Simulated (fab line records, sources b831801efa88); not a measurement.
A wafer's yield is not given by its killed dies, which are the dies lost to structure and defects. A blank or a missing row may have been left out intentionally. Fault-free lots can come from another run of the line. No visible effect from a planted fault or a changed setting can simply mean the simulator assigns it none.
Problem report in the 8D (eight disciplines) form, filled by code | flow gf180mcu | the parts of the form that need people (team, actions taken, sign-off) are left out

== 1. THE ISSUE ==
At GF_V2_ETCH_17, oesProductAu averages 0.375 a.u. over 6 wafers from 2 lots, while fault-free wafers read 0.856 a.u., standard deviation 0.0046. That is -99 or more standard deviations from the usual mean.
The step: etches SiO2 in C4F8/O2/Ar, stops on TiN, target depth 630 nm.
The step gives no start for some of these wafers. At this step, 33 wafers from 11 lots have a number in the record. By rule, "out" or "out of limits" means more than 4 standard deviations away from the usual mean. The other wafers with a number count as sound.

== 2. WHAT THIS IS AND IS NOT ==
question                    | is                     | is not
which readings at this step | oesProductAu           | biasW, chamberPressureMTorr
which lots                  | L616, L617             | L604, L605, L607, L612, L613, L623, L624, L626, L627
which wafers of those lots  | all that have a number | -
read on which tools         | rieDiel-03             | rieDiel-01, rieDiel-04

== 3. SUSPECTS, AND WHAT RULES EACH OUT ==
Counting: any tool at a process step up to the reading is kept as a suspect provided that every lot that is out went through it and no sound lot did after the first of them.
- pvdSputter-03 at GF_M1_SPUTTER_04 (material TiN, target thk 50 nm, time 41.7 s): ruled out as a lasting fault. After its first lot that is out, L616 (day 20 15:06), sound lots L624, L627 ran on it.
- pvdSputter-02 at GF_V1_SPUTTER_21 (material Ti, target thk 15 nm, time 77.94 s): ruled out as a lasting fault. After its first lot that is out, L616 (day 22 16:38), sound lots L624 ran on it.
- rieDiel-03 at GF_V2_ETCH_16 (etches BARC in N2/H2): ruled out as a lasting fault. After its first lot that is out, L616 (day 24 16:08), sound lots L623, L624, L626, L627 ran on it.
- rieDiel-03 at GF_V2_ETCH_17 (etches SiO2 in C4F8/O2/Ar, stops on TiN, target depth 630 nm): ruled out as a lasting fault. After its first lot that is out, L616 (day 24 16:18), sound lots L623, L624, L626, L627 ran on it. Because GF_V2_ETCH_17 lacks a start for some lots, the hours and order of its lots are taken from GF_V2_STRIP_18.
Left after counting: nothing in the record.

== 4. THE CAUSE (what the simulator had put in) ==
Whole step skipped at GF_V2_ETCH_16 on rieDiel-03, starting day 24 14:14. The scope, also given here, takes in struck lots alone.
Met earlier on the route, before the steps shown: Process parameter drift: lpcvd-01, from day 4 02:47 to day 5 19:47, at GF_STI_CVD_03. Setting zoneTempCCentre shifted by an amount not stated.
Counting ruled it out, wrongly.

== 5. SEQUENCE OF EFFECTS, ordered by route ==
Rows list readings where the struck wafers' mean (over those with a number) sits beyond 3 standard deviations from the usual. Only readings whose record carries a usual standard deviation are examined. hours: median over the lots of the time between each lot's start at the first step of this table that gives one and its start at this step. sigmas: the change, counted in usual standard deviations.
hours | step                    | reading            | usual      | on struck wafers | change | sigmas
-     | GF_V2_ETCH_17           | oesProductAu       | 0.856 a.u. | 0.375            | -0.481 | -99 or more
0     | GF_V2_STRIP_18          | oesProductAu       | 0.592 a.u. | 0.611            | +0.019 | +4.1
187   | GF_PASSIVATION_PROBE_99 | killed_at_M0_to_M3 | 21         | 464              | +443   | +99 or more
187   | GF_PASSIVATION_PROBE_99 | killedDies         | 48         | 492              | +444   | +63
187   | GF_PASSIVATION_PROBE_99 | killedOnRim        | 9.1        | 96.0             | +86.9  | +30
The process steps in it:
- GF_V2_ETCH_17: etches SiO2 in C4F8/O2/Ar, stops on TiN, target depth 630 nm.
- GF_V2_STRIP_18: strips in O2/N2.
- GF_PASSIVATION_PROBE_99
Readings that are blank on the struck wafers while sound wafers have them: biasW at GF_V2_ETCH_16; chamberPressureMTorr at GF_V2_ETCH_16; drypumpMotorCurrentA at GF_V2_ETCH_16; oesProductAu at GF_V2_ETCH_16; throttleValvePct at GF_V2_ETCH_16.

== 6. HOW IT WOULD HAVE BEEN CAUGHT EARLIER ==
At GF_V2_ETCH_16 the tool's readings are blank on the struck wafers, where sound wafers have them: an empty tool record is the first sign, and it was there at once.
